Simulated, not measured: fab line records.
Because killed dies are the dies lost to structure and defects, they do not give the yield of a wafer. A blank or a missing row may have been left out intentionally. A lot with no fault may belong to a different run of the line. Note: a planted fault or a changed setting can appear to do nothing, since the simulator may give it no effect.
Struck lot and sound lot, side by side :: flow sky130 :: 15 out of 708 route steps
Sound: wafers L199.1, L199.5, L199.6. Struck: wafer L207.5. (L207.4, L207.6 of the same lot were not struck and are left out.) The cause comes at the end.
At each step with rows: each side's tool, then ch and its chambers, then its first start. Under that, the readings that differ: sound wafers :: struck wafers :: difference of the means :: sigmas: that difference in standard deviations of wafers without a fault.
alike: a reading whose means differ by less than 2 such deviations, as well as words and numbers matching on both sides. not compared: withheld readings; readings where some wafer has no value; bounds like >300 that might hide an equal value; numbers whose values overlap and for which the record gives no deviation.
The two part at a step that has a row with sigmas, a row that says differs or no value, or rows on one side only. Numbers that have no deviation but don't overlap get no sigmas and don't part them. A reading that every wafer of one side lacks parts them only if that side has two wafers or more.

SKY_METAL2_STRIP_20: strips in O2/N2.
  sound on plasma asher-02 ch 0,1, day 36 23:27; struck on plasma asher-02 ch 1, day 39 10:46
  alike: drypump motor current A, oes product au, strip time to endpoint s
  not compared: rf hours counter h
then, 4 steps without rows for these wafers: SKY_METAL2_STRIP_21 (strips in post etch residue remover, time 1200 s); SKY_METAL2_CLEAN_22 (cleans in IPA, time 180 s); SKY_METAL2_CLEAN_23 (cleans in O3/DIW); SKY_VIA2_HDPCVD_00 (deposits SiO2, target thk 1180 nm, time 196.7 s).
SKY_VIA2_THK_MEAS_01:
  sound on film metro-01, day 37 00:10; struck on film metro-03, day 39 11:29
  alike: VIA2_HDPCVD_THK
SKY_VIA2_CMP_02: polishes SiO2.
  sound on cmp-02 ch 0,1, day 37 00:14; struck on cmp-02 ch 1, day 39 11:37
  alike: motor current A
SKY_VIA2_BOW_MEAS_03:
  sound on film metro-01, day 37 00:32; struck on film metro-03, day 39 11:52
  alike: VIA2_BOW
then, 4 steps without rows for these wafers: SKY_VIA2_DEHYDRATE_04 (time 60 s); SKY_VIA2_HMDS_05 (prime time 60 s); SKY_VIA2_COAT_06 (resist thk 60 nm); SKY_VIA2_COAT_07 (resist thk 450 nm).
SKY_VIA2_SOFTBAKE_08: time 90 s.
  sound on litho track-01 ch 0, day 37 13:00; struck on litho track-03 ch 0, day 40 00:00
reading: heater power total W (W)
sound: 57.44 57.34 57.47
struck: 58.38
difference: +0.96
sigmas: +9

reading: run length s (s)
sound: 119.11 119.25 119.11
struck: 114.61
difference: -4.55
sigmas: -35
then, 1 step without rows for these wafers: SKY_VIA2_EXPOSE_09 (exposes mask VIM2, target cd 200 nm).
-- the record jumps here: 9 days lie between the struck wafers' starts before and after (it left off in module VIA2 and takes up again in module PAD_OPEN, whose first step shown is number 708 of the route) --
SKY_PAD_OPEN_PROBE_99:
  sound on prober-01, day 47 05:43; struck on prober-02, day 49 01:56
reading: killed at other
sound: 1 1 0
struck: 2
difference: +1
sigmas: +2
  alike: defect limited yield, killed_at_M0_to_M3, killed_at_M4_up, killed at contacts, killed at front end, killed dies, killed open, killed short, sort_bin_3_pad_short, sort_bin_5_function, sort_bin_6_memory, sort n pass, sort yield pct

== WHERE THEY PART ==
First at SKY_VIA2_SOFTBAKE_08; last, within this record, at SKY_PAD_OPEN_PROBE_99.

WHY: the cause the simulator had injected
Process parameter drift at SKY_VIA2_SOFTBAKE_08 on litho track-03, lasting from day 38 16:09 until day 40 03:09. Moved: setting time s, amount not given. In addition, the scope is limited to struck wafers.
